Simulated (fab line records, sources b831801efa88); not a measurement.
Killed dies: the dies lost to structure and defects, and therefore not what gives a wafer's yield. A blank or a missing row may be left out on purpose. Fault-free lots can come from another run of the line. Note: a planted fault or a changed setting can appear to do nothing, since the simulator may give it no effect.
Chamber matching + flow sky130 + SKY_SPACER_ETCHBACK_02 on rie diel-02: 4 sister chambers
The step etches Si3N4 in CH3F/O2, stops on SiO2, time 46.7 s, target depth 45 nm. 4 wafers are shown with their chamber, then 7 later ones without.

== WAFERS PAIRED WITH THEIR CHAMBERS ==
| wafer  | chamber | drypump motor current A (A) |
|--------|---------|-----------------------------|
| L082.1 | 3       | 6.0                         |
| L084.5 | 0       | 6.2                         |
| L090.3 | 2       | 4.6                         |
| L090.4 | 1       | 5.9                         |

== WAFERS WHOSE CHAMBER IS MISSING ==
| wafer  | drypump motor current A (A) |
|--------|-----------------------------|
| L090.6 | 6.0                         |
| L091.1 | 4.7                         |
| L091.2 | 6.2                         |
| L091.5 | 4.7                         |
| L097.1 | 6.2                         |
| L097.3 | 5.9                         |
| L097.6 | 4.7                         |

== WHICH CHAMBER EACH WENT THROUGH ==
| wafer  | from the rows above     | in truth |
|--------|-------------------------|----------|
| L090.6 | can't be placed: 3 or 1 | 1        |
| L091.1 | 2                       | 2        |
| L091.2 | 0                       | 0        |
| L091.5 | 2                       | 2        |
| L097.1 | 0                       | 0        |
| L097.3 | can't be placed: 1 or 3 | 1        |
| L097.6 | 2                       | 2        |
Correctly placed: 5 of 7. Unplaceable from these rows: 2, with the true chamber sitting among the candidates in 2. Number placed wrongly: 0.
How it was worked out, from the rows above alone: a wafer's distance from a chamber is the root of the sum, over the readings, of the square of ((its reading less the chamber's mean) divided by the reading's scatter). If the next closest chamber is less than 2 further off than the closest, the wafer can't be placed; otherwise it belongs to the closest. The mean given for a chamber averages the wafers shown for that chamber. The scatter: root of mean squared gap, hidden wafer to nearest shown wafer, with one shown wafer a chamber.
